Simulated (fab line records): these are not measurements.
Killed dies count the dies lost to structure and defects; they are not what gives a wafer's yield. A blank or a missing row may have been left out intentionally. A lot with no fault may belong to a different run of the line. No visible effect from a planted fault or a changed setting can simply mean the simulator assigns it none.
Comparing a struck lot with a sound one ; flow sky130 ; 36 out of 708 route steps
Sound: wafers L419.2, L419.3, L419.6. Struck: wafer L426.4; the same lot's L426.1 was not struck, so it is left out; see the end for the cause.
Each step with rows lists, per side, the tool, then ch with its chambers, then its first start. Under that, the readings that differ: sound wafers ; struck wafers ; difference of the means ; sigmas: that difference in standard deviations of wafers without a fault.
alike: readings with means less than 2 such deviations apart, plus words and numbers identical on both sides. not compared: withheld readings, readings lacking a value on some wafer, bounds such as >300 that could conceal the same value, and numbers that have no deviation in the record and whose values overlap.
Wherever a step has rows on one side only, a row that says differs or no value, or a row with sigmas, the two part there. Numbers that have no deviation but don't overlap get no sigmas and don't part them. A reading that every wafer of one side lacks parts them only if that side has two wafers or more.

SKY_LOCAL_INTERCONNECT_CD_MEAS_11: target cd 170 nm.
  sound on cd_sem-01, day 32 22:43; struck on cd_sem-01, day 34 17:54
reading;sound;struck;difference;sigmas
cd_nm (nm);169.6 167.7 168.9;171.8;+3.1;+3
SKY_LOCAL_INTERCONNECT_OVL_MEAS_12:
  sound on overlay-02, day 32 22:49; struck on overlay-02, day 34 18:01
  alike: LOCAL_INTERCONNECT_OVL
then, 6 steps without rows for these wafers: SKY_LOCAL_INTERCONNECT_ETCH_13 (etches BARC in N2/H2, stops on SiO2, time 45.9 s, target depth 60 nm); SKY_LOCAL_INTERCONNECT_METAL_ETCH_14 (etches TiN in Cl2/BCl3, stops on PSG, target depth 110 nm, time 31.4 s); SKY_LOCAL_INTERCONNECT_STRIP_15 (strips in O2/N2); SKY_LOCAL_INTERCONNECT_STRIP_16 (strips in post etch residue remover, time 1200 s); SKY_LOCAL_INTERCONNECT_CLEAN_17 (cleans in IPA, time 180 s); SKY_LOCAL_INTERCONNECT_CLEAN_18 (cleans in O3/DIW).
SKY_CONTACT_CVD_00: deposits Si3N4, target thk 75 nm.
  sound on pecvd-01 ch 0,1,2, day 32 23:33; struck on pecvd-03 ch 2, day 34 18:46
  alike: heater_power_w
SKY_CONTACT_THK_MEAS_01:
  sound on film_metro-02, day 32 23:35; struck on film_metro-01, day 34 18:47
  alike: CONTACT_CVD_00_THK
then, 1 step without rows for these wafers: SKY_CONTACT_HDPCVD_02 (deposits SiO2, target thk 565 nm, time 94.2 s).
SKY_CONTACT_THK_MEAS_03:
  sound on film_metro-01, day 32 23:43; struck on film_metro-02, day 34 18:55
  alike: CONTACT_HDPCVD_THK
SKY_CONTACT_CMP_04: polishes SiO2.
  sound on cmp-01 ch 1,3, day 32 23:55; struck on cmp-01 ch 2, day 34 18:59
reading;sound;struck;difference;sigmas
motor_current_A (A);11.4 10.0 10.1;12.7;+2.2;+2
time_to_endpoint_s (s);79 81 81;104;+24;+6
model.SiO2_of_CONTACT_HDPCVD_02.thk_nm (nm);339.9 340.3 339.3;416.7;+76.9;
  alike: edge_zone_pressure_frac, slurry_filter_dp_kPa
SKY_CONTACT_BOW_MEAS_05:
  sound on film_metro-04, day 33 00:11; struck on film_metro-04, day 34 19:17
  alike: CONTACT_BOW
then, 8 steps without rows for these wafers: SKY_CONTACT_DEHYDRATE_06 (time 60 s); SKY_CONTACT_HMDS_07 (prime time 60 s); SKY_CONTACT_COAT_08 (resist thk 60 nm); SKY_CONTACT_COAT_09 (resist thk 450 nm); SKY_CONTACT_SOFTBAKE_10 (time 90 s); SKY_CONTACT_EXPOSE_11 (exposes mask CTM1, target cd 170 nm); SKY_CONTACT_PEB_12; SKY_CONTACT_DEVELOP_13 (develop time 60 s).
SKY_CONTACT_CD_MEAS_14: target cd 170 nm.
  sound on cd_sem-01, day 34 02:59; struck on cd_sem-02, day 35 21:44
  alike: cd_nm
SKY_CONTACT_OVL_MEAS_15:
  sound on overlay-02, day 34 03:06; struck on overlay-01, day 35 21:52
  alike: CONTACT_OVL
then, 1 step without rows for these wafers: SKY_CONTACT_ETCH_16 (etches BARC in N2/H2, stops on SiO2, time 45.9 s, target depth 60 nm).
SKY_CONTACT_ETCH_17: etches SiO2 in C4F8/O2/Ar, stops on Si3N4, target depth 340 nm.
  sound on rie_diel-02 ch 2,3, day 34 03:10; struck on rie_diel-03 ch 2, day 35 21:56
reading;sound;struck;difference;sigmas
oes_product_au (a.u.);0.889 0.889 0.889;1.005;+0.116;+24
model.etch.depth_nm (nm);339.9 340.3 339.3;409;+69;
model.CONTACT.feature_depth_nm (nm);339.9 340.3 339.3;409;+69;
SKY_CONTACT_ETCH_18: etches Si3N4 in CHF3/O2, stops on TiN, time 39 s, target depth 75 nm.
  sound on rie_diel-02 ch 2,3; struck on rie_diel-03 ch 2
  alike: drypump_motor_current_A, oes_product_au, throttle_valve_pct
  not compared: rf_hours_counter_h
SKY_CONTACT_STRIP_19: strips in O2/N2.
  sound on plasma_asher-04 ch 0,1, day 34 03:16; struck on plasma_asher-04 ch 1, day 35 22:02
  alike: drypump_motor_current_A, oes_product_au, strip_time_to_endpoint_s
  not compared: rf_hours_counter_h
then, 3 steps without rows for these wafers: SKY_CONTACT_STRIP_20 (strips in post etch residue remover, time 1200 s); SKY_CONTACT_CLEAN_21 (cleans in IPA, time 180 s); SKY_CONTACT_CLEAN_22 (cleans in O3/DIW).
SKY_CONTACT_SPUTTER_23: material TiN, target thk 20 nm, time 80 s.
  sound on pvd_sputter-03, day 34 03:51; struck on pvd_sputter-01, day 35 22:41
  alike: throttle_valve_pct
SKY_CONTACT_CVD_24: deposits W, target thk 340 nm, time 102.12 s.
  sound on cvd_w-01 ch 0,1, day 34 03:55; struck on cvd_w-02 ch 1, day 35 22:45
reading;sound;struck;difference;sigmas
heater_power_w (W);763 864 744;917;+127;+2
SKY_CONTACT_CMP_27: polishes, stops on SiO2, t overpolish 15 s, target thk 0 nm.
  sound on cmp-01 ch 1,2,3, day 34 04:12; struck on cmp-02 ch 1, day 35 23:08
reading;sound;struck;difference;sigmas
model.SiO2_of_CONTACT_HDPCVD_02.thk_nm (nm);336.7 337.2 336.2;413.5;+76.8;
  alike: edge_zone_pressure_frac, motor_current_A, slurry_filter_dp_kPa
then, 1 step without rows for these wafers: SKY_METAL1_SPUTTER_00 (material Ti, target thk 15 nm, time 10 s).
-- the record jumps here: 13 days lie between the struck wafers' starts before and after (it left off in module METAL1 and takes up again in module PAD_OPEN, whose first step shown is number 708 of the route) --
SKY_PAD_OPEN_PROBE_99:
  rows exist in the record for the struck wafers here (prober-02, day 48 22:49), but not for the sound ones

== WHERE THEY PART ==
Last at SKY_PAD_OPEN_PROBE_99 as far as this record goes, first at SKY_LOCAL_INTERCONNECT_CD_MEAS_11.

WHY: the cause the simulator had injected
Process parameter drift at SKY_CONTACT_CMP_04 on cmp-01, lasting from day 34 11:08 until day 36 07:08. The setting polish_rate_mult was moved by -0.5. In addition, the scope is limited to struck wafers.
